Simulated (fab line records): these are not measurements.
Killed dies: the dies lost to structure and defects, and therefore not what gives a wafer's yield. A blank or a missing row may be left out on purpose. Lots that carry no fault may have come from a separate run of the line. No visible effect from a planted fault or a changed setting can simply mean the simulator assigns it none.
Split-lot trial    flow sky130    5 lots, 23 wafers read, on a route of 708 steps

## ABOUT THE SPLIT
At SKY_DNWELL_COAT_02 (resist thk 3000 nm), the setting resist-thk-nm was moved away from the recipe's 3000 nm on 9 of the 23 wafers read, by -2.8% to +2.5%. For the rest of the wafers, this setting stayed at what the recipe calls for.

Reading taken at the split's own step.

## THE READING
coat_of_DNWELL_COAT_02.thk-nm (the simulator's own value, which no gauge read), in nm, at SKY_DNWELL_COAT_02 (resist thk 3000 nm). The file gives no usual value for it. Here, 14 wafers ran the recipe; their average is 3003 nm with a standard deviation of 4.3 nm.

wafer   tool, chamber at the split  resist-thk-nm as run, nm  against the recipe  coat_of_DNWELL_COAT_02.thk-nm, nm  against lot-mates on the recipe
L075.1  litho-track-01, 0           2917                      -2.8%               2919                               -87
L075.2  litho-track-01, 0           3000                      recipe              3007                               -
L075.3  litho-track-01, 0           3000                      recipe              3005                               -
L075.5  litho-track-01, 0           2917                      -2.8%               2923                               -83
L075.6  litho-track-01, 0           2917                      -2.8%               2927                               -79
L076.2  litho-track-03, 0           3000                      recipe              2998                               -
L076.3  litho-track-03, 0           3000                      recipe              3008                               -
L076.4  litho-track-03, 0           3050                      +1.7%               3042                               +40
L076.5  litho-track-03, 0           3050                      +1.7%               3054                               +52
L076.6  litho-track-03, 0           3000                      recipe              3001                               -
L079.3  litho-track-01, 0           3000                      recipe              2998                               -
L079.5  litho-track-01, 0           3000                      recipe              2999                               -
L079.6  litho-track-01, 0           3000                      recipe              3002                               -
L082.1  litho-track-03, 0           3000                      recipe              3007                               -
L082.2  litho-track-03, 0           3000                      recipe              3008                               -
L082.3  litho-track-03, 0           3000                      recipe              3011                               -
L082.4  litho-track-03, 0           3076                      +2.5%               3082                               +73
L082.5  litho-track-03, 0           3076                      +2.5%               3082                               +73
L084.1  litho-track-03, 0           3000                      recipe              2999                               -
L084.2  litho-track-03, 0           2925                      -2.5%               2929                               -71
L084.4  litho-track-03, 0           3000                      recipe              3000                               -
L084.5  litho-track-03, 0           3000                      recipe              3000                               -
L084.6  litho-track-03, 0           2925                      -2.5%               2928                               -72

FIT RESULTS
A straight line over all 23 wafers: coat_of_DNWELL_COAT_02.thk-nm changes by +29.5 nm for each +1% of resist-thk-nm; r = +1.00; the points scatter about the line by 4.6 nm.
The same after taking each lot's own level away (the mean of its wafers on the recipe; 23 wafers): +29.1 nm for each +1%; r = +1.00; scatter 3.2 nm.
On that fit, the largest move of resist-thk-nm shifts the reading by 80 nm.
The lots' own levels span 2999.7 to 3008.7 nm, that is 2.1 times the standard deviation above.
The two slopes are in agreement: the lot-to-lot level therefore moves the slope only a little.
Check: -79.7 nm against its lot-mates is what the line predicts for one of the wafers moved furthest among these (-2.8%) when that wafer is left out of the fit. Against them it came out at -87 nm.

## FURTHER SPLITS ON THESE WAFERS
These wafers also went through other splits before the reading. Each is held against what the fit with the lots' levels taken away leaves over:
other split on the same wafers     wafers away from the commonest value  r with coat_of_DNWELL_COAT_02.thk-nm (lot level and that fit taken away)
SKY_FIELD_ISO_CVD_03 temp-c        18                                    +0.04
SKY_FIELD_ISO_EXPOSE_10 dose-mj    4                                     +0.33
SKY_FIELD_ISO_ETCH_15 bias-w       8                                     -0.15
SKY_FIELD_ISO_OXIDATION_22 temp-c  10                                    +0.23

## THE WHOLE CHAIN: every reading that the file lists as answering this split, in the file's order
step                 what it does        reading                                                                         change (the file's fit)               r (the file's)
SKY_DNWELL_COAT_02   resist thk 3000 nm  coat_of_DNWELL_COAT_02.thk-nm (the simulator's own value, which no gauge read)  +29 nm for each +1% of the setting    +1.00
SKY_DNWELL_STRIP_08  strips in O2/N2     strip-time-to-endpoint-s                                                        withheld for each +1% of the setting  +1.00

## THE FILE'S OWN FIT
coat_of_DNWELL_COAT_02.thk-nm changes by +29 nm for each +1% of resist-thk-nm, r = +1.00.
